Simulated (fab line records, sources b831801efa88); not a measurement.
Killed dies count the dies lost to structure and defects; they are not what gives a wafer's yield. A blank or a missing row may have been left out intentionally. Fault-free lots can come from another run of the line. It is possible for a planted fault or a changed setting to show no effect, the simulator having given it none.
Which tool did it? -- flow gf180mcu -- 15 lots with 45 wafers sampled at 3 steps, on a route of 602 steps

== WHAT THE GAUGES READ, wafer by wafer ==
GF_V5_BOW_MEAS_05. Usual: V5_BOW 136 um, standard deviation 11.
lot,measured,on,V5_BOW (um),flag
L991,day 26 14:25,film-metro-01,140 131 110,
L992,day 26 18:11,film-metro-03,128 118 143,
L993,day 27 02:28,film-metro-02,150 154 138,
L994,day 27 02:48,film-metro-03,140 133 137,
L995,day 27 23:35,film-metro-01,128 118 116,
L996,day 28 04:16,film-metro-01,143 131 150,
L997,day 28 15:09,film-metro-01,145 166 145,
L998,day 29 02:37,film-metro-03,137 137 137,
L999,day 29 10:09,film-metro-02,127 122 134,
L100,day 29 13:44,film-metro-01,126 140 147,
L104,day 30 13:29,film-metro-02,150 136 140,
L106,day 30 23:03,film-metro-01,156 144 151,
L108,day 31 13:11,film-metro-03,137 147 142,
L111,day 32 03:30,film-metro-01,150 136 129,
L112,day 32 09:40,film-metro-01,144 128 134,

GF_V5_RS_MEAS_24: measurement is done with a four-point probe. Usual: V5_W_RS 0.328 ohm/sq, standard deviation 0.0041.
lot,measured,on,V5_W_RS (ohm/sq),flag
L991,day 27 12:06,film-metro-01,0.326 0.327 0.329,
L992,day 27 15:25,film-metro-01,0.330 0.324 0.325,
L993,day 28 00:14,film-metro-01,0.325 0.320 0.318,
L994,day 28 00:15,film-metro-02,0.335 0.328 0.334,
L995,day 28 19:53,film-metro-01,0.323 0.325 0.328,
L996,day 29 00:53,film-metro-01,0.323 0.333 0.335,
L997,day 29 10:31,film-metro-03,0.323 0.330 0.325,
L998,day 29 22:55,film-metro-01,0.333 0.328 0.335,
L999,day 30 05:43,film-metro-01,0.333 0.334 0.330,
L100,day 30 09:16,film-metro-01,0.328 0.320 0.327,
L104,day 31 07:52,film-metro-01,0.329 0.330 0.323,
L106,day 31 17:23,film-metro-02,0.329 0.324 0.327,
L108,day 32 07:08,film-metro-01,0.331 0.325 0.330,
L111,day 32 21:19,film-metro-03,0.326 0.323 0.328,
L112,day 33 03:05,film-metro-02,0.328 0.330 0.332,

== TOOL THAT RAN EACH LOT (tool first, then ch and the chambers of the sampled wafers, then the start) ==
lot,GF_DUAL_GATE_CLEAN_14
L991,"wet-bench-04 ch 3, day 8 16:29"
L992,"wet-bench-01 ch 1, day 8 20:53"
L993,"wet-bench-04 ch 2, day 8 22:27"
L994,"wet-bench-04 ch 2, day 8 23:52"
L995,"wet-bench-01 ch 3, day 9 20:05"
L996,"wet-bench-01 ch 3, day 9 23:55"
L997,"wet-bench-04 ch 2, day 10 05:28"
L998,"wet-bench-01 ch 1, day 10 15:26"
L999,"wet-bench-03 ch 3, day 11 02:32"
L100,"wet-bench-04 ch 1, day 11 07:52"
L104,"wet-bench-03 ch 2, day 12 06:05"
L106,"wet-bench-03 ch 3, day 12 18:41"
L108,"wet-bench-03 ch 2, day 13 07:07"
L111,"wet-bench-04 ch 0, day 14 01:43"
L112,"wet-bench-01 ch 1, day 14 10:22"
- GF_DUAL_GATE_CLEAN_14: cleans in SC1/SC2, time 150 s.

== AS READ BY THE TOOLS THEMSELVES (means over the sampled wafers that have a number; for cases with no such wafer, the mark the record gives instead) ==
GF_DUAL_GATE_CLEAN_14. Usual: bath-heat-duty-pct 14.0 %, standard deviation 1.3.
lot,tool,bath-heat-duty-pct (%),flag
L991,wet-bench-04,14.8,
L992,wet-bench-01,14.6,
L993,wet-bench-04,13.0,
L994,wet-bench-04,13.8,
L995,wet-bench-01,15.2,
L996,wet-bench-01,15.5,
L997,wet-bench-04,13.6,
L998,wet-bench-01,14.4,
L999,wet-bench-03,12.1,
L100,wet-bench-04,12.0,
L104,wet-bench-03,13.6,
L106,wet-bench-03,12.2,
L108,wet-bench-03,12.7,
L111,wet-bench-04,14.7,
L112,wet-bench-01,13.8,

== THE ANSWER, worked out from the rows above alone ==
Rule: a lot counts as off when the mean over its wafers that have a number is more than 3 standard deviations away from the usual mean. Also off: a lot with no number at a reading for which 4 or more lots have one. Any other lot the step has rows for is counted as sound. The gauges are gone through in route order, then the tools' own readings, and for those a lot's mean is taken as printed above. The first step at which some lot is off is used, and at that step the reading that is off furthest; a lot without a number counts as furthest.
No lot is off at any reading shown: from this, nothing can be told.

== WHAT HAD BEEN PUT IN BY THE SIMULATOR ==
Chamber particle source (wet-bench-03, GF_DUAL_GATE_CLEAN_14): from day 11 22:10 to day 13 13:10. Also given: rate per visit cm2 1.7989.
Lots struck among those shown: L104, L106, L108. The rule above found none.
